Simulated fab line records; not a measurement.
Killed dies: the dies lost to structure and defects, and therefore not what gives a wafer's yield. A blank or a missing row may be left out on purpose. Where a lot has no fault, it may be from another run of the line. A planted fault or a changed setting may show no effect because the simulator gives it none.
Which of the tools did it?	flow gf180mcu	15 lots with 45 wafers sampled at 4 steps, on a route of 602 steps

== WHAT EACH GAUGE READ, for each wafer ==
Not one reading of a measure or inspect step in the record can be checked against a usual standard deviation.

== WHAT TOOL EACH LOT RAN ON (gives the tool, then ch and the chambers of the sampled wafers, and finally the start) ==
lot	GF_NSD_DEVELOP_06	GF_M1_SPUTTER_01	GF_V1_ETCH_16	GF_V1_STRIP_18
L866	litho_track-04 ch 0, day 13 01:37	pvd_sputter-03, day 15 20:32	rie_diel-03 ch 2,3, day 17 17:40	plasma_asher-02 ch 0,1, day 17 17:48
L867	litho_track-04 ch 0, day 13 05:36	pvd_sputter-01, day 15 23:52	rie_diel-01 ch 0,1,2, day 17 22:34	plasma_asher-01 ch 0, day 17 22:41
L868	litho_track-03 ch 0, day 13 14:37	pvd_sputter-04, day 16 09:19	rie_diel-03 ch 2,3, day 18 09:01	plasma_asher-01 ch 0,1, day 18 09:08
L869	litho_track-02 ch 0, day 14 04:08	pvd_sputter-03, day 17 00:14	rie_diel-03 ch 0,3, day 19 00:28	plasma_asher-01 ch 0,1, day 19 00:36
L870	litho_track-02 ch 0, day 14 06:28	pvd_sputter-04, day 17 02:25	rie_diel-03 ch 0,2,3, day 19 03:52	plasma_asher-01 ch 0,1, day 19 04:02
L871	litho_track-03 ch 0, day 14 12:52	pvd_sputter-01, day 17 09:22	rie_diel-01 ch 1,3, day 19 11:10	plasma_asher-03 ch 0,1, day 19 11:18
L872	litho_track-02 ch 0, day 15 03:32	pvd_sputter-01, day 18 02:01	rie_diel-02 ch 2,3, day 20 04:07	plasma_asher-03 ch 0,1, day 20 04:15
L874	litho_track-02 ch 0, day 16 01:43	pvd_sputter-01, day 19 02:49	rie_diel-01 ch 2,3, day 21 04:55	plasma_asher-03 ch 0,1, day 21 05:03
L875	litho_track-03 ch 0, day 16 17:47	pvd_sputter-04, day 19 19:20	rie_diel-02 ch 1,2,3, day 21 20:37	plasma_asher-03 ch 0,1, day 21 20:44
L878	litho_track-04 ch 0, day 17 22:35	pvd_sputter-01, day 21 01:49	rie_diel-01 ch 1,2, day 23 01:55	plasma_asher-02 ch 0,1, day 23 02:03
L879	litho_track-04 ch 0, day 18 09:26	pvd_sputter-03, day 21 12:40	rie_diel-01 ch 0,2,3, day 23 11:40	plasma_asher-03 ch 0,1, day 23 11:47
L885	litho_track-04 ch 0, day 20 08:17	pvd_sputter-03, day 23 10:43	rie_diel-03 ch 1,3, day 25 09:01	plasma_asher-01 ch 0,1, day 25 09:09
L888	litho_track-04, day 20 22:05	pvd_sputter-01, day 23 22:34	rie_diel-02 ch 0,3, day 25 20:31	plasma_asher-01 ch 0,1, day 25 20:38
L887	litho_track-02, day 20 23:59	pvd_sputter-01, day 24 02:46	rie_diel-03 ch 1,2, day 25 23:34	plasma_asher-02 ch 0,1, day 25 23:44
L889	litho_track-02, day 21 14:46	pvd_sputter-01, day 24 14:43	rie_diel-03 ch 0,2,3, day 26 11:20	plasma_asher-01 ch 0,1, day 26 11:28
- GF_NSD_DEVELOP_06: develop time 60 s.
- GF_M1_SPUTTER_01: material TiN, target thk 30 nm, time 25 s.
- GF_V1_ETCH_16: etches BARC in N2/H2.
- GF_V1_STRIP_18: strips in O2/N2.

== AS READ BY THE TOOLS THEMSELVES (means over the sampled wafers that have a number; for cases with no such wafer, the mark the record gives instead) ==
GF_NSD_DEVELOP_06.
lot	tool	chill_plate_temp_C (C)
L866	litho_track-04	22.86
L867	litho_track-04	22.94
L868	litho_track-03	23.03
L869	litho_track-02	23.00
L870	litho_track-02	23.06
L871	litho_track-03	22.96
L872	litho_track-02	23.09
L874	litho_track-02	22.86
L875	litho_track-03	23.12
L878	litho_track-04	22.98
L879	litho_track-04	22.94
L885	litho_track-04	23.02
L888	litho_track-04	-
L887	litho_track-02	-
L889	litho_track-02	-

GF_M1_SPUTTER_01.
lot	tool	throttle_valve_pct (%)
L866	pvd_sputter-03	30.1
L867	pvd_sputter-01	31.7
L868	pvd_sputter-04	29.4
L869	pvd_sputter-03	29.0
L870	pvd_sputter-04	29.4
L871	pvd_sputter-01	31.0
L872	pvd_sputter-01	30.4
L874	pvd_sputter-01	29.3
L875	pvd_sputter-04	29.6
L878	pvd_sputter-01	30.0
L879	pvd_sputter-03	29.3
L885	pvd_sputter-03	29.9
L888	pvd_sputter-01	29.5
L887	pvd_sputter-01	30.2
L889	pvd_sputter-01	29.2

GF_V1_ETCH_16.
lot	tool	drypump_motor_current_A (A)	oes_product_au (a.u.)	throttle_valve_pct (%)
L866	rie_diel-03	5.7	0.860	13.215
L867	rie_diel-01	5.5	0.857	13.225
L868	rie_diel-03	5.8	0.857	13.215
L869	rie_diel-03	5.8	0.857	13.226
L870	rie_diel-03	5.7	0.853	13.222
L871	rie_diel-01	5.3	0.857	13.226
L872	rie_diel-02	5.6	0.857	13.227
L874	rie_diel-01	5.6	0.856	13.221
L875	rie_diel-02	5.8	0.853	13.225
L878	rie_diel-01	5.2	0.852	13.218
L879	rie_diel-01	6.0	0.857	13.226
L885	rie_diel-03	5.6	0.851	13.223
L888	rie_diel-02	5.5	0.855	13.216
L887	rie_diel-03	5.5	0.852	13.223
L889	rie_diel-03	5.7	0.851	13.218

GF_V1_STRIP_18.
lot	tool	drypump_motor_current_A (A)	heater_power_w (W)	oes_product_au (a.u.)
L866	plasma_asher-02	5.1	334	0.589
L867	plasma_asher-01	5.7	377	0.592
L868	plasma_asher-01	5.6	365	0.592
L869	plasma_asher-01	5.5	371	0.591
L870	plasma_asher-01	5.5	363	0.586
L871	plasma_asher-03	6.0	345	0.594
L872	plasma_asher-03	6.0	344	0.592
L874	plasma_asher-03	6.0	347	0.595
L875	plasma_asher-03	6.0	339	0.592
L878	plasma_asher-02	5.1	325	0.592
L879	plasma_asher-03	6.0	339	0.590
L885	plasma_asher-01	5.4	347	0.594
L888	plasma_asher-01	5.6	370	0.594
L887	plasma_asher-02	5.3	339	0.590
L889	plasma_asher-01	5.5	366	0.597

== THE ANSWER, worked out from the rows above alone ==
Rule: what is usual is taken from the lots themselves. Put in order of their means at a reading, lots are off if they are a third of the lots or fewer, leave a main group of 4 or more, and stand apart from it by a gap of 3 or more times the standard deviation of the main group's means; of several such gaps the widest counts. The tables above print the reading to a certain number of digits; a main group whose means all agree to those digits is not used. Also off: a lot with no number at a reading for which 4 or more lots have one. The other lots that the step has rows for count as sound. First the gauges in route order, then the tools' own readings, where a lot's mean is used as printed above. At the first step where some lot is off, the reading lying furthest off is the one used; lots without a number count as furthest.
Off, at GF_NSD_DEVELOP_06 on chill_plate_temp_C: L888, L887, L889. Without a number there: L888, L887, L889. For the main group the mean is 22.99 C and the standard deviation 0.079.
If a tool, at that step or one of the process steps before it, ran each lot that is off and ran no sound lot following the first of them, it fits. Of those tried, none fits.

== WHAT THE SIMULATOR HAD INSERTED ==
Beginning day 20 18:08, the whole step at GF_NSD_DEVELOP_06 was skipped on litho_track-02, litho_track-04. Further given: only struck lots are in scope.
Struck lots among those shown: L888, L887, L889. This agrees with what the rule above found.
